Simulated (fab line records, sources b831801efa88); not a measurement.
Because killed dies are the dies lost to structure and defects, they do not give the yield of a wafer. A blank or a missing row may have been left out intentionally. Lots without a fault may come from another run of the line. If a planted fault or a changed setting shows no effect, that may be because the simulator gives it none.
Commonality check across tools || flow gf180mcu || 33 wafers sampled across 11 lots

THE REASON FOR OPENING IT
Of 11 lots, 2 have the reading V5_W_RS flagged at GF_V5_RS_MEAS_24. Fault-free wafers read 0.327 ohm/sq, with a standard deviation of 0.0038.
Rule: a lot gets a flag if all its wafers with a number sit over 4 standard deviations from that mean, or if no wafer of it has a number. As for the other lots, they are considered sound.

{"lot": "L205", "measured": "day 27 02:25", "on": "filmMetro-01", "V5_W_RS (ohm/sq), wafer by wafer": "0.327 0.324 0.328", "flag": ""}
{"lot": "L206", "measured": "day 27 11:08", "on": "filmMetro-01", "V5_W_RS (ohm/sq), wafer by wafer": "0.328 0.330 0.323", "flag": ""}
{"lot": "L210", "measured": "day 28 17:50", "on": "filmMetro-04", "V5_W_RS (ohm/sq), wafer by wafer": "0.331 0.327 0.330", "flag": ""}
{"lot": "L211", "measured": "day 29 06:58", "on": "filmMetro-04", "V5_W_RS (ohm/sq), wafer by wafer": "0.326 0.329 0.327", "flag": ""}
{"lot": "L212", "measured": "day 29 16:17", "on": "filmMetro-01", "V5_W_RS (ohm/sq), wafer by wafer": "0.331 0.330 0.330", "flag": ""}
{"lot": "L213", "measured": "day 29 20:17", "on": "filmMetro-04", "V5_W_RS (ohm/sq), wafer by wafer": "0.330 0.321 0.331", "flag": ""}
{"lot": "L215", "measured": "day 30 10:27", "on": "filmMetro-03", "V5_W_RS (ohm/sq), wafer by wafer": "0.321 0.324 0.328", "flag": ""}
{"lot": "L216", "measured": "day 30 15:25", "on": "filmMetro-03", "V5_W_RS (ohm/sq), wafer by wafer": "0.321 0.325 0.322", "flag": ""}
{"lot": "L218", "measured": "day 31 02:23", "on": "filmMetro-01", "V5_W_RS (ohm/sq), wafer by wafer": "0.324 0.330 0.326", "flag": ""}
{"lot": "L219", "measured": "day 31 11:09", "on": "filmMetro-03", "V5_W_RS (ohm/sq), wafer by wafer": "43.558 43.258 44.266", "flag": "FLAGGED"}
{"lot": "L220", "measured": "day 31 18:10", "on": "filmMetro-01", "V5_W_RS (ohm/sq), wafer by wafer": "43.737 43.273 44.174", "flag": "FLAGGED"}
Flagged lots average 43.711 ohm/sq: +43.384 ohm/sq relative to the usual, that is +99 or more standard deviations.

WHICH TOOL RAN EACH LOT
Before the reading, the record contains 3 process steps out of a 602-step route. Every cell lists first the tool, next ch and the chambers used by the sampled wafers, and last the start.
{"lot": "L205", "flag": "", "GF_MIM_SPUTTER_01": "pvdSputter-02, day 24 06:56", "GF_V5_ETCH_16": "rieDiel-03 ch 0,1,3, day 27 01:29", "GF_V5_CVD_23": "cvdW-02 ch 0,1, day 27 02:18"}
{"lot": "L206", "flag": "", "GF_MIM_SPUTTER_01": "pvdSputter-02, day 24 17:24", "GF_V5_ETCH_16": "rieDiel-04 ch 0,1,2, day 27 10:14", "GF_V5_CVD_23": "cvdW-02 ch 0,1, day 27 11:02"}
{"lot": "L210", "flag": "", "GF_MIM_SPUTTER_01": "pvdSputter-02, day 26 02:45", "GF_V5_ETCH_16": "rieDiel-02 ch 0,1,2, day 28 16:56", "GF_V5_CVD_23": "cvdW-02 ch 0,1, day 28 17:44"}
{"lot": "L211", "flag": "", "GF_MIM_SPUTTER_01": "pvdSputter-01, day 26 12:41", "GF_V5_ETCH_16": "rieDiel-02 ch 1,2, day 29 06:02", "GF_V5_CVD_23": "cvdW-01 ch 0,1, day 29 06:51"}
{"lot": "L212", "flag": "", "GF_MIM_SPUTTER_01": "pvdSputter-03, day 27 04:55", "GF_V5_ETCH_16": "rieDiel-03 ch 1,3, day 29 15:23", "GF_V5_CVD_23": "cvdW-02 ch 0,1, day 29 16:10"}
{"lot": "L213", "flag": "", "GF_MIM_SPUTTER_01": "pvdSputter-03, day 27 06:54", "GF_V5_ETCH_16": "rieDiel-02 ch 0,1,2, day 29 19:20", "GF_V5_CVD_23": "cvdW-02 ch 0,1, day 29 20:11"}
{"lot": "L215", "flag": "", "GF_MIM_SPUTTER_01": "pvdSputter-01, day 27 23:46", "GF_V5_ETCH_16": "rieDiel-02 ch 1,2, day 30 09:30", "GF_V5_CVD_23": "cvdW-02 ch 0,1, day 30 10:19"}
{"lot": "L216", "flag": "", "GF_MIM_SPUTTER_01": "pvdSputter-02, day 28 04:47", "GF_V5_ETCH_16": "rieDiel-04 ch 1,2, day 30 14:29", "GF_V5_CVD_23": "cvdW-02 ch 0,1, day 30 15:18"}
{"lot": "L218", "flag": "", "GF_MIM_SPUTTER_01": "pvdSputter-03, day 28 15:41", "GF_V5_ETCH_16": "rieDiel-03 ch 1,3, day 31 01:29", "GF_V5_CVD_23": "cvdW-02 ch 0,1, day 31 02:16"}
{"lot": "L219", "flag": "FLAGGED", "GF_MIM_SPUTTER_01": "pvdSputter-02, day 29 00:32", "GF_V5_ETCH_16": "rieDiel-03 ch 0,1,3, day 31 10:14", "GF_V5_CVD_23": "cvdW-02 ch 0,1, day 31 11:01"}
{"lot": "L220", "flag": "FLAGGED", "GF_MIM_SPUTTER_01": "pvdSputter-01, day 29 08:04", "GF_V5_ETCH_16": "rieDiel-03 ch 0,1,3, day 31 17:17", "GF_V5_CVD_23": "cvdW-02 ch 0,1, day 31 18:04"}
These steps, and what they do:
- GF_MIM_SPUTTER_01: material TiN, target thk 30 nm, time 25 s.
- GF_V5_ETCH_16: etches BARC in N2/H2.
- GF_V5_CVD_23: deposits W, target thk 350 nm, time 104.9 s.
- GF_V5_RS_MEAS_24: measures by four-point-probe.

FLAGGED OVER TOTAL, TOOL BY TOOL (the gauges that took the reading come last)
{"step": "GF_MIM_SPUTTER_01", "tool": "pvdSputter-01", "lots run": 3, "flagged": 1, "share of the flagged lots": "some", "sound lots run after its first flagged lot": 0}
{"step": "GF_MIM_SPUTTER_01", "tool": "pvdSputter-02", "lots run": 5, "flagged": 1, "share of the flagged lots": "some", "sound lots run after its first flagged lot": 0}
{"step": "GF_MIM_SPUTTER_01", "tool": "pvdSputter-03", "lots run": 3, "flagged": 0, "share of the flagged lots": "none", "sound lots run after its first flagged lot": "-"}
{"step": "GF_V5_ETCH_16", "tool": "rieDiel-02", "lots run": 4, "flagged": 0, "share of the flagged lots": "none", "sound lots run after its first flagged lot": "-"}
{"step": "GF_V5_ETCH_16", "tool": "rieDiel-03", "lots run": 5, "flagged": 2, "share of the flagged lots": "all", "sound lots run after its first flagged lot": 0}
{"step": "GF_V5_ETCH_16", "tool": "rieDiel-04", "lots run": 2, "flagged": 0, "share of the flagged lots": "none", "sound lots run after its first flagged lot": "-"}
{"step": "GF_V5_CVD_23", "tool": "cvdW-01", "lots run": 1, "flagged": 0, "share of the flagged lots": "none", "sound lots run after its first flagged lot": "-"}
{"step": "GF_V5_CVD_23", "tool": "cvdW-02", "lots run": 10, "flagged": 2, "share of the flagged lots": "all", "sound lots run after its first flagged lot": 0}
{"step": "GF_V5_RS_MEAS_24", "tool": "filmMetro-01", "lots run": 5, "flagged": 1, "share of the flagged lots": "some", "sound lots run after its first flagged lot": 0}
{"step": "GF_V5_RS_MEAS_24", "tool": "filmMetro-03", "lots run": 3, "flagged": 1, "share of the flagged lots": "some", "sound lots run after its first flagged lot": 0}
{"step": "GF_V5_RS_MEAS_24", "tool": "filmMetro-04", "lots run": 3, "flagged": 0, "share of the flagged lots": "none", "sound lots run after its first flagged lot": "-"}

WHAT THE TABLE PERMITS
Every flagged lot went through 2 rows of the table: rieDiel-03 at GF_V5_ETCH_16 and cvdW-02 at GF_V5_CVD_23.
- rieDiel-03 at GF_V5_ETCH_16: 2 of its 5 lots flagged. It ran its last sound lot, L218, at day 31 01:29 and its first flagged lot, L219, at day 31 10:14: a fault with its onset between the two fits.
- cvdW-02 at GF_V5_CVD_23: 2 of its 10 lots flagged. It ran its last sound lot, L218, at day 31 02:16 and its first flagged lot, L219, at day 31 11:01: a fault with its onset between the two fits. On the flagged lots its readings are blank where sound lots have values: chamberPressureTorr, heaterPowerOuterW, heaterPowerW.
A lot count leaves these 2 tools indistinguishable: every one of them fits a fault beginning at some hour. More lots, or a look at what each step does to the wafer, might.

WHAT WAS PUT IN BY THE SIMULATOR
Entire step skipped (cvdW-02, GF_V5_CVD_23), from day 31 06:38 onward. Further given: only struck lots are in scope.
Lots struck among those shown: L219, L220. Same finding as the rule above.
